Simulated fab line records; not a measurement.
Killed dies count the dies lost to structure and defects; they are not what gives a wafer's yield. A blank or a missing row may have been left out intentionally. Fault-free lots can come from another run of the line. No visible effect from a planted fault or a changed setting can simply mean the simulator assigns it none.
Which of the tools did it? -- flow gf180mcu -- 39 wafers from 13 lots sampled at 5 of the route's 602 steps

WHAT THE GAUGES SHOWED, per wafer
GF_VT_IMPLANT_TW_MEAS_43. Usual: VT_IMPLANT_4_TW typically reads 690, with standard deviation 6.7.
lot,measured,on,VT_IMPLANT_4_TW,flag
L756,day 8 04:34,film metro-02,692 690 690,
L758,day 8 14:27,film metro-02,695 693 692,
L759,day 9 02:56,film metro-04,691 690 690,
L760,day 9 04:33,film metro-04,692 692 689,
L761,day 9 12:41,film metro-04,691 691 690,
L763,day 9 22:42,film metro-02,619 622 621 624 623 621,OFF
L765,day 10 14:41,film metro-04,617 619 617 616 613 616,OFF
L770,day 11 23:46,film metro-01,686 682 682,
L771,day 12 06:11,film metro-02,697 697 700,
L772,day 12 12:32,film metro-04,695 696 691,
L774,day 13 05:17,film metro-01,676 683 683,
L775,day 13 08:46,film metro-01,680 683 683,
L776,day 13 18:56,film metro-01,680 682 681,

GF_VT_IMPLANT_RS_MEAS_48: measures by four-point-probe. Usual: LVPWELL_RS typically reads 1197 ohm/sq, with standard deviation 3.1.
lot,measured,on,LVPWELL_RS (ohm/sq),flag
L756,day 8 05:02,film metro-01,1197 1197 1193,
L758,day 8 14:55,film metro-04,1195 1199 1199,
L759,day 9 03:24,film metro-01,1190 1191 1189,
L760,day 9 05:01,film metro-03,1198 1197 1198,
L761,day 9 13:08,film metro-03,1201 1199 1200,
L763,day 10 04:35,film metro-04,1201 1197 1199,
L765,day 10 20:52,film metro-03,1194 1196 1197,
L770,day 12 00:13,film metro-03,1197 1201 1199,
L771,day 12 06:38,film metro-03,1196 1193 1194,
L772,day 12 13:01,film metro-03,1192 1195 1192,
L774,day 13 05:44,film metro-01,1194 1199 1196,
L775,day 13 09:13,film metro-04,1200 1195 1198,
L776,day 13 19:25,film metro-03,1200 1198 1198,

GF_DUAL_GATE_THK_MEAS_03. Usual: DUAL_GATE_OXIDATION_00_THK typically reads 10.96 nm, with standard deviation 0.22.
lot,measured,on,DUAL_GATE_OXIDATION_00_THK (nm),flag
L756,day 8 10:40,film metro-01,11.00 11.10 11.05,
L758,day 8 17:35,film metro-01,10.73 10.88 10.75,
L759,day 9 05:16,film metro-02,10.90 10.85 10.62,
L760,day 9 07:59,film metro-02,11.02 10.71 10.91,
L761,day 9 16:16,film metro-02,10.77 10.55 10.64,
L763,day 10 06:59,film metro-02,11.20 11.24 11.06,
L765,day 10 23:17,film metro-03,10.96 10.93 10.87,
L770,day 12 02:05,film metro-02,11.10 10.94 11.00,
L771,day 12 08:58,film metro-01,10.96 11.14 11.08,
L772,day 12 14:59,film metro-03,11.10 11.19 11.11,
L774,day 13 07:58,film metro-03,10.86 10.93 10.86,
L775,day 13 12:46,film metro-02,11.02 11.03 11.15,
L776,day 13 22:00,film metro-01,10.83 10.95 11.11,

EACH LOT AND THE TOOL THAT RAN IT (in order: tool; ch and the chambers of the sampled wafers; start)
lot,GF_VT_IMPLANT_STRIP_09,GF_VT_IMPLANT_IMPLANT_41
L756,"plasma asher-02 ch 0,1, day 6 05:34","implanter-04 ch 0, day 8 04:20"
L758,"plasma asher-04 ch 0,1, day 6 14:35","implanter-04 ch 0, day 8 14:13"
L759,"plasma asher-02 ch 0,1, day 7 02:14","implanter-02 ch 0, day 9 02:41"
L760,"plasma asher-02 ch 0,1, day 7 03:32","implanter-02 ch 0, day 9 04:20"
L761,"plasma asher-02 ch 0,1, day 7 11:17","implanter-02 ch 0, day 9 12:26"
L763,"plasma asher-04 ch 0,1, day 7 20:32","implanter-02 ch 0, day 9 22:29"
L765,"plasma asher-02 ch 0,1, day 8 10:26","implanter-02 ch 0, day 10 14:27"
L770,"plasma asher-01 ch 0,1, day 9 17:44","implanter-01 ch 0, day 11 23:31"
L771,"plasma asher-02 ch 0,1, day 9 22:17","implanter-04 ch 0, day 12 05:56"
L772,"plasma asher-02 ch 0,1, day 10 04:07","implanter-01 ch 0, day 12 12:19"
L774,"plasma asher-04 ch 0,1, day 10 19:14","implanter-04 ch 0, day 13 05:03"
L775,"plasma asher-04 ch 0,1, day 10 22:41","implanter-01 ch 0, day 13 08:31"
L776,"plasma asher-02 ch 0,1, day 11 08:32","implanter-01 ch 0, day 13 18:43"
- GF_VT_IMPLANT_STRIP_09: strips in O2/N2.
- GF_VT_IMPLANT_IMPLANT_41

AS READ BY THE TOOLS THEMSELVES (means over the sampled wafers that have a number; for cases with no such wafer, the mark the record gives instead)
GF_VT_IMPLANT_STRIP_09. Usual: chamber pressure mTorr 1499.8 mTorr, standard deviation 1.5; drypump motor current A 5.84 A, standard deviation 0.3; heater power w 356 W, standard deviation 46; oes product au 0.716 a.u., standard deviation 0.0046; platen temp c 249.99 C, standard deviation 0.2; strip time to endpoint s 12.64 s, standard deviation 0.033.
lot,tool,chamber pressure mTorr (mTorr),drypump motor current A (A),heater power w (W),oes product au (a.u.),platen temp c (C),strip time to endpoint s (s),flag
L756,plasma asher-02,1500.7,5.77,351,0.714,249.65,12.63,
L758,plasma asher-04,1499.4,5.71,327,0.719,249.96,12.57,
L759,plasma asher-02,1500.7,5.80,381,0.712,250.02,12.63,
L760,plasma asher-02,1500.7,5.80,381,0.716,249.98,12.63,
L761,plasma asher-02,1498.9,5.79,358,0.715,249.97,12.62,
L763,plasma asher-04,1499.3,5.73,328,0.715,249.92,12.68,
L765,plasma asher-02,1500.2,5.79,379,0.717,250.01,12.66,
L770,plasma asher-01,1499.3,6.13,355,0.716,249.97,12.67,
L771,plasma asher-02,1498.9,5.80,389,0.716,250.05,12.66,
L772,plasma asher-02,1499.8,5.82,386,0.718,249.94,12.67,
L774,plasma asher-04,1500.6,6.00,357,0.708,250.24,12.65,
L775,plasma asher-04,1501.4,5.71,328,0.715,250.12,12.60,
L776,plasma asher-02,1499.7,5.81,381,0.718,249.99,12.66,

GF_VT_IMPLANT_IMPLANT_41. Usual: tilt deg 7.002 degrees, standard deviation 0.021.
lot,tool,tilt deg (degrees),flag
L756,implanter-04,6.999,
L758,implanter-04,6.983,
L759,implanter-02,7.024,
L760,implanter-02,7.027,
L761,implanter-02,7.003,
L763,implanter-02,0.034,OFF
L765,implanter-02,-0.007,OFF
L770,implanter-01,6.994,
L771,implanter-04,7.012,
L772,implanter-01,7.001,
L774,implanter-04,6.989,
L775,implanter-01,7.008,
L776,implanter-01,7.016,

THE ANSWER, worked out from the rows above alone
Rule: lot off if the mean of its wafers having a number is beyond 3 standard deviations from the usual mean. A lot without any number at a reading at which 4 lots or more have one is off too. The other lots that the step has rows for count as sound. After the gauges, taken in route order, come the tools' own readings; for these a lot's mean is taken, as printed above. At the first step where some lot is off, the reading lying furthest off is the one used; lots without a number count as furthest.
Off: L763, L765, seen at GF_VT_IMPLANT_TW_MEAS_43 (VT_IMPLANT_4_TW).
A tool fits if, at a process step before that reading, it ran every lot that is off, and no sound lot after the first of them. The gauges at GF_VT_IMPLANT_TW_MEAS_43 aren't tried: what is off there is off at GF_VT_IMPLANT_IMPLANT_41 too, on other tools, and a gauge's error can't cause that. One candidate fits, namely implanter-02 at GF_VT_IMPLANT_IMPLANT_41. A fault onset in the window from L761 (day 9 12:26, its last sound lot) to L763 (day 9 22:29, its first lot off) fits.
The tool's own readings at GF_VT_IMPLANT_IMPLANT_41 bear it out: on the lots that are off they differ by more than 5 times the standard deviation of the sound lots' means. tilt deg reads 0.014 degrees there against 7.005 degrees on the sound lots.

WHAT THE SIMULATOR PUT IN
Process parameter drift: implanter-02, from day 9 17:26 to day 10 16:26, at GF_VT_IMPLANT_IMPLANT_41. The setting tilt deg was moved by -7, starting from 7. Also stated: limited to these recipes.
Shown lots that were struck: L763, L765. The rule given above showed the same thing.
